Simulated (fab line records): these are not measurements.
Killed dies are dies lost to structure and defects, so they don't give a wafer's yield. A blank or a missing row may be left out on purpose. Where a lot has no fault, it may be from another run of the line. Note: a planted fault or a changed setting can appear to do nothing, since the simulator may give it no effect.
Which of the tools did it? / flow gf180mcu / Sampling: 10 lots, 30 wafers, 5 of 602 route steps

## WHAT THE GAUGES READ, wafer by wafer
GF_V5_OVL_MEAS_15. Usual: V5_OVL 0 nm, standard deviation 5.3.
lot=L358; measured=day 27 12:55; on=overlay-01; V5_OVL (nm)=1 2 5; flag=
lot=L359; measured=day 27 13:38; on=overlay-01; V5_OVL (nm)=-3 -6 -3; flag=
lot=L366; measured=day 29 17:59; on=overlay-01; V5_OVL (nm)=3 9 7; flag=
lot=L367; measured=day 30 01:05; on=overlay-01; V5_OVL (nm)=-2 -2 -1; flag=
lot=L370; measured=day 30 20:14; on=overlay-01; V5_OVL (nm)=-2 7 4; flag=
lot=L372; measured=day 31 09:25; on=overlay-01; V5_OVL (nm)=-10 -7 -4; flag=
lot=L374; measured=day 31 20:15; on=overlay-01; V5_OVL (nm)=2 10 0; flag=
lot=L376; measured=day 32 12:39; on=overlay-01; V5_OVL (nm)=5 4 8; flag=
lot=L380; measured=day 33 08:32; on=overlay-01; V5_OVL (nm)=2 5 -7; flag=
lot=L381; measured=day 33 13:04; on=overlay-01; V5_OVL (nm)=-4 -5 -1; flag=

GF_TOP_METAL_OVL_MEAS_15. Usual: TOP_METAL_OVL 0.0 nm, standard deviation 1.6.
lot=L358; measured=day 28 09:55; on=overlay-02; TOP_METAL_OVL (nm)=-1.9 -3.7 -4.0; flag=
lot=L359; measured=day 28 11:27; on=overlay-02; TOP_METAL_OVL (nm)=-2.5 -0.5 -0.8; flag=
lot=L366; measured=day 30 14:28; on=overlay-01; TOP_METAL_OVL (nm)=5.4 6.3 4.6; flag=OFF
lot=L367; measured=day 30 21:25; on=overlay-01; TOP_METAL_OVL (nm)=5.4 6.0 6.8; flag=OFF
lot=L370; measured=day 31 15:20; on=overlay-01; TOP_METAL_OVL (nm)=6.9 6.7 5.4; flag=OFF
lot=L372; measured=day 32 03:19; on=overlay-01; TOP_METAL_OVL (nm)=1.0 0.7 -0.4; flag=
lot=L374; measured=day 32 14:56; on=overlay-01; TOP_METAL_OVL (nm)=-0.9 -0.7 -2.7; flag=
lot=L376; measured=day 33 06:31; on=overlay-01; TOP_METAL_OVL (nm)=1.9 2.2 0.4; flag=
lot=L380; measured=day 34 01:40; on=overlay-01; TOP_METAL_OVL (nm)=2.7 2.0 2.7; flag=
lot=L381; measured=day 34 06:16; on=overlay-01; TOP_METAL_OVL (nm)=-0.2 -0.9 -0.7; flag=

## WHICH TOOL RAN EACH LOT (tool, then ch and the chambers of the sampled wafers, then the start)
lot=L358; GF_M5_METAL_ETCH_10=rie_metal-04 ch 0,1, day 26 14:43; GF_M5_STRIP_11=plasma_asher-02 ch 0,1, day 26 14:49; GF_TOP_METAL_EXPOSE_11=iline_stepper-01 ch 0, day 28 00:23
lot=L359; GF_M5_METAL_ETCH_10=rie_metal-02 ch 0,1, day 26 15:58; GF_M5_STRIP_11=plasma_asher-02 ch 0,1, day 26 16:04; GF_TOP_METAL_EXPOSE_11=iline_stepper-01 ch 0, day 28 01:44
lot=L366; GF_M5_METAL_ETCH_10=rie_metal-03 ch 0,1, day 28 21:25; GF_M5_STRIP_11=plasma_asher-02 ch 0,1, day 28 21:31; GF_TOP_METAL_EXPOSE_11=iline_stepper-02 ch 0, day 30 05:08
lot=L367; GF_M5_METAL_ETCH_10=rie_metal-04 ch 0,1, day 29 04:07; GF_M5_STRIP_11=plasma_asher-02 ch 0,1, day 29 04:14; GF_TOP_METAL_EXPOSE_11=iline_stepper-02 ch 0, day 30 11:41
lot=L370; GF_M5_METAL_ETCH_10=rie_metal-02 ch 0,1, day 30 01:10; GF_M5_STRIP_11=plasma_asher-02 ch 0,1, day 30 01:17; GF_TOP_METAL_EXPOSE_11=iline_stepper-02 ch 0, day 31 06:28
lot=L372; GF_M5_METAL_ETCH_10=rie_metal-03 ch 0,1, day 30 14:44; GF_M5_STRIP_11=plasma_asher-02 ch 0,1, day 30 14:50; GF_TOP_METAL_EXPOSE_11=iline_stepper-01 ch 0, day 31 19:53
lot=L374; GF_M5_METAL_ETCH_10=rie_metal-02 ch 0,1, day 31 01:19; GF_M5_STRIP_11=plasma_asher-04 ch 0,1, day 31 01:25; GF_TOP_METAL_EXPOSE_11=iline_stepper-01 ch 0, day 32 06:23
lot=L376; GF_M5_METAL_ETCH_10=rie_metal-02 ch 1, day 31 19:01; GF_M5_STRIP_11=plasma_asher-02 ch 0,1, day 31 19:07; GF_TOP_METAL_EXPOSE_11=iline_stepper-01 ch 0, day 32 22:05
lot=L380; GF_M5_METAL_ETCH_10=rie_metal-03 ch 0,1, day 32 15:18; GF_M5_STRIP_11=plasma_asher-04 ch 0,1, day 32 15:25; GF_TOP_METAL_EXPOSE_11=iline_stepper-01 ch 0, day 33 17:44
lot=L381; GF_M5_METAL_ETCH_10=rie_metal-04 ch 0, day 32 19:41; GF_M5_STRIP_11=plasma_asher-02 ch 0,1, day 32 19:54; GF_TOP_METAL_EXPOSE_11=iline_stepper-01 ch 0, day 33 23:09
- GF_M5_METAL_ETCH_10: etches the open film in Cl2/BCl3, stops on SiO2, target depth 627.5 nm, time 104.6 s.
- GF_M5_STRIP_11: strips in O2/N2.
- GF_TOP_METAL_EXPOSE_11: exposes mask MetalTop, target cd 440 nm.

## WHAT THE TOOLS THEMSELVES READ (means of the sampled wafers that have a number; where no wafer has one, the mark that the record gives instead)
GF_M5_METAL_ETCH_10. Usual: chamber_pressure_mTorr 8.000 mTorr, standard deviation 0.0076; drypump_motor_current_A 5.73 A, standard deviation 0.24; oes_product_au 0.972 a.u., standard deviation 0.006; throttle_valve_pct 28.248 %, standard deviation 0.011.
lot=L358; tool=rie_metal-04; chamber_pressure_mTorr (mTorr)=7.994; drypump_motor_current_A (A)=5.46; oes_product_au (a.u.)=0.973; throttle_valve_pct (%)=28.243; flag=
lot=L359; tool=rie_metal-02; chamber_pressure_mTorr (mTorr)=7.998; drypump_motor_current_A (A)=5.76; oes_product_au (a.u.)=0.972; throttle_valve_pct (%)=28.251; flag=
lot=L366; tool=rie_metal-03; chamber_pressure_mTorr (mTorr)=8.008; drypump_motor_current_A (A)=6.07; oes_product_au (a.u.)=0.976; throttle_valve_pct (%)=28.249; flag=
lot=L367; tool=rie_metal-04; chamber_pressure_mTorr (mTorr)=7.999; drypump_motor_current_A (A)=5.49; oes_product_au (a.u.)=0.970; throttle_valve_pct (%)=28.244; flag=
lot=L370; tool=rie_metal-02; chamber_pressure_mTorr (mTorr)=8.006; drypump_motor_current_A (A)=5.74; oes_product_au (a.u.)=0.974; throttle_valve_pct (%)=28.250; flag=
lot=L372; tool=rie_metal-03; chamber_pressure_mTorr (mTorr)=7.998; drypump_motor_current_A (A)=5.93; oes_product_au (a.u.)=0.970; throttle_valve_pct (%)=28.251; flag=
lot=L374; tool=rie_metal-02; chamber_pressure_mTorr (mTorr)=8.006; drypump_motor_current_A (A)=5.75; oes_product_au (a.u.)=0.978; throttle_valve_pct (%)=28.256; flag=
lot=L376; tool=rie_metal-02; chamber_pressure_mTorr (mTorr)=8.007; drypump_motor_current_A (A)=5.62; oes_product_au (a.u.)=0.971; throttle_valve_pct (%)=28.250; flag=
lot=L380; tool=rie_metal-03; chamber_pressure_mTorr (mTorr)=7.997; drypump_motor_current_A (A)=5.92; oes_product_au (a.u.)=0.975; throttle_valve_pct (%)=28.239; flag=
lot=L381; tool=rie_metal-04; chamber_pressure_mTorr (mTorr)=8.001; drypump_motor_current_A (A)=5.73; oes_product_au (a.u.)=0.972; throttle_valve_pct (%)=28.248; flag=

GF_M5_STRIP_11. Usual: chamber_pressure_mTorr 1499.9 mTorr, standard deviation 1.4; drypump_motor_current_A 5.7 A, standard deviation 0.47; heater_power_w 352 W, standard deviation 22; oes_product_au 0.543 a.u., standard deviation 0.0047; strip_time_to_endpoint_s 7.53 s, standard deviation 0.045.
lot=L358; tool=plasma_asher-02; chamber_pressure_mTorr (mTorr)=1498.5; drypump_motor_current_A (A)=6.0; heater_power_w (W)=361; oes_product_au (a.u.)=0.546; strip_time_to_endpoint_s (s)=7.55; flag=
lot=L359; tool=plasma_asher-02; chamber_pressure_mTorr (mTorr)=1501.6; drypump_motor_current_A (A)=5.8; heater_power_w (W)=356; oes_product_au (a.u.)=0.543; strip_time_to_endpoint_s (s)=7.55; flag=
lot=L366; tool=plasma_asher-02; chamber_pressure_mTorr (mTorr)=1500.9; drypump_motor_current_A (A)=6.0; heater_power_w (W)=360; oes_product_au (a.u.)=0.546; strip_time_to_endpoint_s (s)=7.47; flag=
lot=L367; tool=plasma_asher-02; chamber_pressure_mTorr (mTorr)=1499.1; drypump_motor_current_A (A)=5.8; heater_power_w (W)=354; oes_product_au (a.u.)=0.546; strip_time_to_endpoint_s (s)=7.52; flag=
lot=L370; tool=plasma_asher-02; chamber_pressure_mTorr (mTorr)=1499.6; drypump_motor_current_A (A)=6.1; heater_power_w (W)=363; oes_product_au (a.u.)=0.543; strip_time_to_endpoint_s (s)=7.52; flag=
lot=L372; tool=plasma_asher-02; chamber_pressure_mTorr (mTorr)=1499.6; drypump_motor_current_A (A)=6.1; heater_power_w (W)=366; oes_product_au (a.u.)=0.546; strip_time_to_endpoint_s (s)=7.54; flag=
lot=L374; tool=plasma_asher-04; chamber_pressure_mTorr (mTorr)=1500.0; drypump_motor_current_A (A)=5.4; heater_power_w (W)=372; oes_product_au (a.u.)=0.545; strip_time_to_endpoint_s (s)=7.55; flag=
lot=L376; tool=plasma_asher-02; chamber_pressure_mTorr (mTorr)=1500.4; drypump_motor_current_A (A)=6.0; heater_power_w (W)=360; oes_product_au (a.u.)=0.540; strip_time_to_endpoint_s (s)=7.50; flag=
lot=L380; tool=plasma_asher-04; chamber_pressure_mTorr (mTorr)=1498.9; drypump_motor_current_A (A)=5.4; heater_power_w (W)=373; oes_product_au (a.u.)=0.542; strip_time_to_endpoint_s (s)=7.49; flag=
lot=L381; tool=plasma_asher-02; chamber_pressure_mTorr (mTorr)=1501.4; drypump_motor_current_A (A)=5.8; heater_power_w (W)=352; oes_product_au (a.u.)=0.540; strip_time_to_endpoint_s (s)=7.53; flag=

## THE ANSWER, worked out from the rows above alone
Rule: take the mean of a lot's wafers that have a number; if it is more than 3 standard deviations from the usual mean, the lot is off. A lot without any number at a reading at which 4 lots or more have one is off too. Any other lot the step has rows for is counted as sound. First the gauges in route order, then the tools' own readings, where a lot's mean is used as printed above. The first step at which some lot is off is used, and at that step the reading that is off furthest; a lot without a number counts as furthest.
Off: L366, L367, L370, seen at GF_TOP_METAL_OVL_MEAS_15 (TOP_METAL_OVL).
A tool fits if, at a process step before that reading, it ran every lot that is off, and no sound lot after the first of them. Gauges at GF_TOP_METAL_OVL_MEAS_15: tried the same way as those tools. One candidate fits, namely iline_stepper-02 at GF_TOP_METAL_EXPOSE_11. It ran no sound lot before its first lot that is off in this sample, so the start can't be narrowed down.

## WHAT WAS PUT IN BY THE SIMULATOR
Scanner matching overlay: iline_stepper-02, from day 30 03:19 on, at GF_TOP_METAL_EXPOSE_11. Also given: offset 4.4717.
Lots struck among those shown: L366, L367, L370. The rule above reached the same finding.
